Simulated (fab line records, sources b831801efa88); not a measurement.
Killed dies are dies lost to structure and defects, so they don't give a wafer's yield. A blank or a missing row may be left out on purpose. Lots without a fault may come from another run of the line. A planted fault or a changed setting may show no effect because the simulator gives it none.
fab line records | flow sky130
record lots=14 wafers=42 last_day=50
route steps=708 shown VT_ADJUST_LVTN@116
lots that met no fault: from a run of the same line without faults
start_h: hours from the record's first day to the start of the lot's first wafer shown | wait_h: hours since the lot's step before | " the same as in the row above | L1.1+2: a row that stands for several wafers | - no value, or no start given | * or withheld: withheld | < > ~ a bound
route shown NAME@n: a module of which the file shows steps, and the number in the route of the first | usual: mean/standard deviation of fault-free wafers | same: alike in all rows | chamber/n: place in a boat | sites: the reading at each site | _std_site: their standard deviation | _edge_site: outer sites' mean less inner sites' | radius_mm: how far each site lies from the wafer's centre | mask NAME#n: copy n | behind: the tool/chamber that last shaped the wafer | hold: why the lot was held/for how many hours/how that ended | device: the transistor (n, p or np) that didn't switch | end of line: the same wafers' tests at the end of the route | a step without rows: its recipe alone | killed: dies lost to structure and defects at the first sort, not the wafer's yield | map: a wafer's dies, x killed, . not, _ none there
set.NAME: the setting as run; set.NAME@STEP: as run at that earlier step | model.NAME: the simulator's own value behind a step, which no gauge read
steps of the route over a sample of lots; a table a step, a row a wafer
services: from which hour (start_h, from the record's first day; less than 0 if before it) a tool's chamber was out of use, for how many hours, and why
## steps
# step SKY_VT_ADJUST_LVTN_IMPLANT_19
# recipe species=B energy_kev=30 dose_cm2=6.5e+11 tilt_deg=withheld
# usual beam_on_s=10.02/0.18 faraday_current_uA=3.66/0.066
# columns lot.wafer tool chamber start_h wait_h beam_on_s faraday_current_uA
L386.3 implanter-03 0 161.90 0.1 10.05 3.66
L386.4 " 0 " " 10.05 3.65
L386.5 " 0 " " 9.70 3.78
L388.3 implanter-01 0 173.10 0.1 10.05 3.67
L388.4 " 0 " " 10.07 3.65
L388.6 " 0 " " 10.32 3.56
L390.4 implanter-03 0 202.02 0.1 10.00 3.67
L390.5 " 0 " " 10.15 3.63
L390.6 " 0 " " 10.21 3.59
L391.3 implanter-03 0 215.70 0.1 10.12 3.63
L391.5 " 0 " " 10.26 3.57
L391.6 " 0 " " 9.90 3.73
L393.2 implanter-03 0 221.07 0.0 9.96 3.67
L393.4 " 0 " " 10.10 3.63
L393.5 " 0 " " 10.06 3.64
L394.1 implanter-01 0 225.55 0.0 9.96 3.69
L394.2 " 0 " " 10.04 3.66
L394.5 " 0 " " 9.88 3.71
L397.2 implanter-02 0 239.07 0.0 9.97 3.68
L397.4 " 0 " " 10.10 3.64
L397.5 " 0 " " 10.08 3.62
L396.1 implanter-01 0 241.44 0.0 9.95 3.67
L396.2 " 0 " " 9.96 3.67
L396.6 " 0 " " 10.46 3.49
L398.3 implanter-01 0 245.39 0.1 10.22 3.58
L398.4 " 0 " " 9.80 3.72
L398.5 " 0 " " 9.78 3.75
L402.1 implanter-01 0 270.40 0.0 10.14 3.63
L402.5 " 0 " " 9.85 3.72
L402.6 " 0 " " 10.18 3.61
L405.1 implanter-03 0 296.84 0.0 12.67 2.91
L405.3 " 0 " " 12.45 2.94
L405.4 " 0 " " 12.32 2.97
L406.2 implanter-03 0 304.28 0.0 12.32 2.96
L406.4 " 0 " " 12.29 2.99
L406.5 " 0 " " 12.69 2.89
L408.2 implanter-01 0 311.71 0.0 9.96 3.68
L408.4 " 0 " " 10.05 3.64
L408.6 " 0 " " 10.06 3.64
L407.2 implanter-02 0 312.01 0.0 9.95 3.67
L407.4 " 0 " " 10.18 3.59
L407.6 " 0 " " 9.94 3.69
# step SKY_VT_ADJUST_LVTN_TW_MEAS_21
# usual VT_ADJUST_LVTN_2_TW=187.4/1.9
# columns lot.wafer tool chamber start_h wait_h hold VT_ADJUST_LVTN_2_TW
L386.3 film_metro-01 - 162.12 0.1 - 186.8
L386.4 " - " " - 186.1
L386.5 " - " " - 187.2
L388.3 film_metro-04 - 173.32 0.1 - 191.2
L388.4 " - " " - 191.3
L388.6 " - " " - 191.2
L390.4 film_metro-01 - 202.23 0.1 - 184.3
L390.5 " - " " - 185.7
L390.6 " - " " - 185.9
L391.3 film_metro-03 - 215.92 0.1 - 187.8
L391.5 " - " " - 187.7
L391.6 " - " " - 187.6
L393.2 film_metro-04 - 221.30 0.1 - 189.7
L393.4 " - " " - 188.3
L393.5 " - " " - 189.4
L394.1 film_metro-03 - 225.80 0.1 - 189.2
L394.2 " - " " - 186.6
L394.5 " - " " - 188.8
L397.2 film_metro-04 - 239.31 0.1 - 189.5
L397.4 " - " " - 190.7
L397.5 " - " " - 188.9
L396.1 film_metro-01 - 241.69 0.1 - 184.9
L396.2 " - " " - 186.1
L396.6 " - " " - 185.2
L398.3 film_metro-04 - 245.63 0.1 - 189.2
L398.4 " - " " - 188.8
L398.5 " - " " - 189.9
L402.1 film_metro-03 - 270.65 0.1 - 188.4
L402.5 " - " " - 187.7
L402.6 " - " " - 187.6
L405.1 film_metro-01 - 297.24 0.1 await_dispo/0.2h/release 198.1
L405.3 " - " " await_dispo/0.2h/release 198.8
L405.4 " - " " await_dispo/0.2h/release 197.3
L405.1 film_metro-01 - 297.47 0.2 - 197.7
L405.3 " - " " - 198.3
L405.4 " - " " - 197.8
L406.2 film_metro-03 - 304.51 0.1 await_dispo/0.2h/release 197.3
L406.4 " - " " await_dispo/0.2h/release 198.2
L406.5 " - " " await_dispo/0.2h/release 197.4
L406.2 film_metro-03 - 304.74 0.2 - 198.8
L406.4 " - " " - 197.3
L406.5 " - " " - 196.9
L408.2 film_metro-04 - 311.95 0.1 - 188.8
L408.4 " - " " - 190.0
L408.6 " - " " - 189.4
L407.2 film_metro-03 - 312.25 0.1 - 187.4
L407.4 " - " " - 187.4
L407.6 " - " " - 186.9
## services
# columns tool chamber start_h hours kind
implanter-01 - 163.69 2.1 repair
implanter-01 - 202.66 0.8 repair
implanter-02 - 208.53 16.3 pm
implanter-02 - 224.85 3.9 pm
implanter-02 - 227.80 3.0 repair
implanter-01 - 235.98 2.3 repair
implanter-02 - 241.02 2.2 repair
implanter-01 - 255.56 5.1 pm
implanter-01 - 284.74 1.8 repair
## key
first_sign step=SKY_VT_ADJUST_LVTN_IMPLANT_19 reading=beam_on_s direction=up sigmas=13 usual=10.02 struck=12.46
effect step=SKY_VT_ADJUST_LVTN_IMPLANT_19 reading=faraday_current_uA direction=down sigmas=11 usual=3.66 struck=2.94
effect step=SKY_VT_ADJUST_LVTN_TW_MEAS_21 reading=visit direction=added
effect step=SKY_VT_ADJUST_LVTN_TW_MEAS_21 reading=VT_ADJUST_LVTN_2_TW direction=up sigmas=5.6 usual=187.4 struck=197.8
met_at SKY_VT_ADJUST_LVTN_IMPLANT_19
struck_lots L405,L406
tester_left_out L405,L406
onset_between 221.07 296.84
fault kind=process_parameter_drift tool=implanter-03 chamber=- onset_h=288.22 steps=SKY_VT_ADJUST_LVTN_IMPLANT_19 channel=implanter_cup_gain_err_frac offset=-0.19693 shape=step end_h=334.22
# tester_left_out: of these lots the tester's yield and bins aren't shown, on N5 and GAA mostly nor the transistor test; their killed dies are dies lost to structure and defects alone, not to doping, threshold or leakage, so they don't give the yield
